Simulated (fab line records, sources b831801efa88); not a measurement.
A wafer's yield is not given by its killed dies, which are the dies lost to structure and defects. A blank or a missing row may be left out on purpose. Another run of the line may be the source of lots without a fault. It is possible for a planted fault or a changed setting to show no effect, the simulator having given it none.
Which tool is to blame? | flow gf180mcu | Sampling: 14 lots, 42 wafers, 4 of 602 route steps

== WHAT THE GAUGES READ, wafer by wafer ==
GF_V3_OVL_MEAS_15. Usual: V3_OVL gives 0 nm (standard deviation 5.9).
lot  | measured     | on         | V3_OVL (nm) | flag
L928 | day 23 03:40 | overlay-01 | -2 1 4      |
L930 | day 23 17:48 | overlay-02 | -9 -4 -9    |
L931 | day 24 03:27 | overlay-01 | 2 -4 0      |
L932 | day 24 15:06 | overlay-02 | -7 4 -1     |
L933 | day 24 16:13 | overlay-01 | -6 -7 -7    |
L934 | day 25 05:50 | overlay-01 | 0 4 -1      |
L936 | day 25 21:25 | overlay-01 | 4 -4 -2     |
L938 | day 26 08:16 | overlay-01 | 7 -9 1      |
L940 | day 27 04:58 | overlay-02 | 0 2 4       |
L943 | day 27 19:19 | overlay-01 | -4 8 -2     |
L945 | day 28 04:31 | overlay-01 | 0 -4 6      |
L948 | day 28 21:24 | overlay-02 | -3 6 -1     |
L949 | day 29 05:34 | overlay-02 | 1 12 11     |
L950 | day 29 07:01 | overlay-02 | -2 -2 4     |

GF_M4_CD_MEAS_14: target cd 280 nm. Usual: cd nm reads 280.2 nm (standard deviation 1).
lot  | measured     | on        | cd nm (nm)        | flag
L928 | day 24 04:36 | cd sem-02 | 280.1 280.3 280.0 |
L930 | day 24 16:50 | cd sem-02 | 279.5 281.8 280.2 |
L931 | day 25 02:36 | cd sem-02 | 278.0 277.4 278.7 |
L932 | day 25 14:00 | cd sem-02 | 281.4 280.3 282.6 |
L933 | day 25 14:25 | cd sem-02 | 281.6 281.9 280.7 |
L934 | day 26 04:31 | cd sem-02 | 279.5 278.4 279.0 |
L936 | day 26 21:15 | cd sem-01 | 279.3 279.9 280.5 |
L938 | day 27 06:20 | cd sem-02 | 278.2 278.2 278.6 |
L940 | day 28 01:50 | cd sem-01 | 279.2 278.8 280.2 |
L943 | day 28 16:41 | cd sem-02 | 280.3 279.8 280.6 |
L945 | day 29 01:43 | cd sem-02 | 280.6 280.5 280.5 |
L948 | day 29 17:32 | cd sem-02 | 279.4 279.8 280.8 |
L949 | day 30 02:06 | cd sem-01 | 280.6 280.6 281.6 |
L950 | day 30 03:42 | cd sem-01 | 281.1 280.5 281.0 |

== WHAT TOOL EACH LOT RAN ON (gives the tool, then ch and the chambers of the sampled wafers, and finally the start) ==
lot  | GF_M4_SPUTTER_03             | GF_M4_SPUTTER_04
L928 | pvd sputter-04, day 23 05:44 | pvd sputter-04, day 23 05:46
L930 | pvd sputter-04, day 23 19:23 | pvd sputter-04, day 23 19:25
L931 | pvd sputter-01, day 24 05:00 | pvd sputter-01, day 24 05:01
L932 | pvd sputter-03, day 24 16:41 | pvd sputter-03, day 24 16:42
L933 | pvd sputter-03, day 24 17:47 | pvd sputter-03, day 24 17:48
L934 | pvd sputter-04, day 25 07:22 | pvd sputter-04, day 25 07:23
L936 | pvd sputter-04, day 26 00:07 | pvd sputter-04, day 26 00:08
L938 | pvd sputter-01, day 26 09:51 | pvd sputter-01, day 26 09:52
L940 | pvd sputter-01, day 27 06:32 | pvd sputter-01, day 27 06:33
L943 | pvd sputter-04, day 27 20:51 | pvd sputter-04, day 27 20:52
L945 | pvd sputter-04, day 28 06:04 | pvd sputter-04, day 28 06:05
L948 | pvd sputter-01, day 28 23:03 | pvd sputter-01, day 28 23:04
L949 | pvd sputter-01, day 29 07:07 | pvd sputter-01, day 29 07:08
L950 | pvd sputter-01, day 29 08:34 | pvd sputter-01, day 29 08:35
- GF_M4_SPUTTER_03: material Ti, target thk 10 nm, time 6.7 s.
- GF_M4_SPUTTER_04: material TiN, target thk 50 nm, time 41.7 s.

== AS READ BY THE TOOLS THEMSELVES (means over the sampled wafers that have a number; for cases with no such wafer, the mark the record gives instead) ==
GF_M4_SPUTTER_03. Usual: cathode dc power W 3000.0 W, standard deviation 0.55; throttle valve pct 29.7 %, standard deviation 1.6.
lot  | tool           | cathode dc power W (W) | throttle valve pct (%) | flag
L928 | pvd sputter-04 | 3000.0                 | 31.2                   |
L930 | pvd sputter-04 | 3000.0                 | 30.2                   |
L931 | pvd sputter-01 | 3000.3                 | 29.2                   |
L932 | pvd sputter-03 | 3000.4                 | 30.9                   |
L933 | pvd sputter-03 | 2999.6                 | 30.0                   |
L934 | pvd sputter-04 | 2999.8                 | 29.4                   |
L936 | pvd sputter-04 | 3000.3                 | 29.3                   |
L938 | pvd sputter-01 | 2999.8                 | 29.4                   |
L940 | pvd sputter-01 | 3000.3                 | 31.2                   |
L943 | pvd sputter-04 | 3000.1                 | 29.4                   |
L945 | pvd sputter-04 | 3000.3                 | 28.5                   |
L948 | pvd sputter-01 | 2999.2                 | 29.7                   |
L949 | pvd sputter-01 | 3000.2                 | 31.1                   |
L950 | pvd sputter-01 | 3000.5                 | 28.3                   |

GF_M4_SPUTTER_04. Usual: cathode dc power W 6500.0 W, standard deviation 1; throttle valve pct 29.7 %, standard deviation 1.5.
lot  | tool           | cathode dc power W (W) | throttle valve pct (%) | flag
L928 | pvd sputter-04 | 6500.7                 | 31.3                   |
L930 | pvd sputter-04 | 6499.4                 | 30.4                   |
L931 | pvd sputter-01 | 6499.6                 | 29.4                   |
L932 | pvd sputter-03 | 6499.8                 | 30.9                   |
L933 | pvd sputter-03 | 6500.2                 | 29.8                   |
L934 | pvd sputter-04 | 6500.0                 | 29.4                   |
L936 | pvd sputter-04 | 6499.3                 | 29.4                   |
L938 | pvd sputter-01 | 6499.0                 | 29.5                   |
L940 | pvd sputter-01 | 6500.3                 | 31.2                   |
L943 | pvd sputter-04 | 6035.1                 | 29.5                   | OFF
L945 | pvd sputter-04 | 6035.2                 | 28.4                   | OFF
L948 | pvd sputter-01 | 6499.9                 | 29.8                   |
L949 | pvd sputter-01 | 6500.8                 | 31.3                   |
L950 | pvd sputter-01 | 6500.6                 | 28.3                   |

== THE ANSWER, worked out from the rows above alone ==
Rule: a lot is off if the mean of its wafers that have a number lies more than 3 standard deviations from the usual mean. Also off: a lot with no number at a reading for which 4 or more lots have one. All remaining lots with rows at the step are treated as sound. Order of review: gauges by route order, followed by the tools' own readings, for which a lot's mean as printed above is used. The first step at which some lot is off is used, and at that step the reading that is off furthest; a lot without a number counts as furthest.
Off at GF_M4_SPUTTER_04 (cathode dc power W): L943, L945.
If a tool, at that step or one of the process steps before it, ran each lot that is off and ran no sound lot following the first of them, it fits. One fits: GF_M4_SPUTTER_03 and GF_M4_SPUTTER_04 on pvd sputter-04. At GF_M4_SPUTTER_03 its last sound lot is L936 (day 26 00:07), its first lot that is off L943 (day 27 20:51): a fault that began between those two fits.

== WHAT THE SIMULATOR HAD INSERTED ==
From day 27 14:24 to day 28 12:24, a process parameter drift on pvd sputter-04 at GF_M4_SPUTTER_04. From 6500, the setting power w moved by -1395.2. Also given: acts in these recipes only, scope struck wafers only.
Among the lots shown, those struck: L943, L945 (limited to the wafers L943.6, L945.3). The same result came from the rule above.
